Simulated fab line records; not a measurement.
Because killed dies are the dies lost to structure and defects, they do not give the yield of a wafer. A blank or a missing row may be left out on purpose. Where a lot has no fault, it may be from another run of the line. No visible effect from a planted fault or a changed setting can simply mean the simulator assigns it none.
One fault seen from 2 desks -- flow gf180mcu -- each desk holds nothing but its own numbers, with what lay behind them at the end

== AT THE TOOL OWNER'S DESK: pvd sputter-02 ==
The tool's own readings at GF_MIM_SPUTTER_02 (material AlCu, target thk 450 nm, time 23.9 s): means of the sampled wafers that have a number, for each lot that ran on this tool. Any lot whose mean is over 4 standard deviations away from the usual mean is out of limits and marked OUT; that distance is given in the brackets.
Columns: A = chamber pressure pa at GF_MIM_SPUTTER_02, usual 0.3999 Pa; B = throttle valve pct at GF_MIM_SPUTTER_02, usual 29.7 %
lot,first seen here,A,B
L492,day 25 00:02,0.4003,29.7
L496,day 26 03:00,0.4008,29.6
L503,day 28 18:26,0.4585 (+72) OUT,28.1
L505,day 28 23:22,0.4582 (+72) OUT,27.5
L513,day 31 08:09,0.3997,30.4
L514,day 31 11:19,0.3996,29.9
This desk finds L503, L505 out of limits, L503 being first, at day 28 18:26 (chamber pressure pa at GF_MIM_SPUTTER_02). In limits: L492, L496, L513, L514.

== METROLOGY DESK ==
What the gauges read for every lot (on any tool): the sampled wafers with a number, averaged. Any lot whose mean is over 4 standard deviations away from the usual mean is out of limits and marked OUT; that distance is given in the brackets.
Columns: A = V2_BOW at GF_V2_BOW_MEAS_05, usual 99 um; B = V3_BOW at GF_V3_BOW_MEAS_05, usual 116 um
lot,first seen here,A,B
L491,day 19 06:12,103,122
L492,day 19 21:10,95,115
L493,day 20 01:03,98,117
L494,day 20 04:28,101,114
L495,day 20 21:10,93,110
L496,day 21 03:30,98,114
L503,day 24 02:49,93,106
L505,day 24 06:55,100,121
L506,day 24 16:57,89,103
L507,day 25 01:06,96,115
L509,day 25 12:38,107,124
L510,day 25 23:28,107,128
L513,day 27 00:38,101,117
L514,day 27 04:35,89,103
This desk found nothing out of limits on any of the 14 lots.

== TAKEN TOGETHER ==
An alarm could have come from the tool owner's desk at day 28 18:26, on L503, L505.
At the metrology desk, nothing out of limits was observed.
The metrology desk has L503, L505 on record, within its limits.
Every lot named ran GF_MIM_SPUTTER_02 on pvd sputter-02.

== WHAT THE SIMULATOR PUT IN ==
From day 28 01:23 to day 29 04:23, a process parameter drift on pvd sputter-02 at GF_MIM_SPUTTER_02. A move of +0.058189 in setting chamber pressure pa, from 0.4. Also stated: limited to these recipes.
Struck lots among those shown: L503, L505.
How many hours passed from the start of the fault until each desk's first out-of-limits reading: the tool owner's desk, 17.
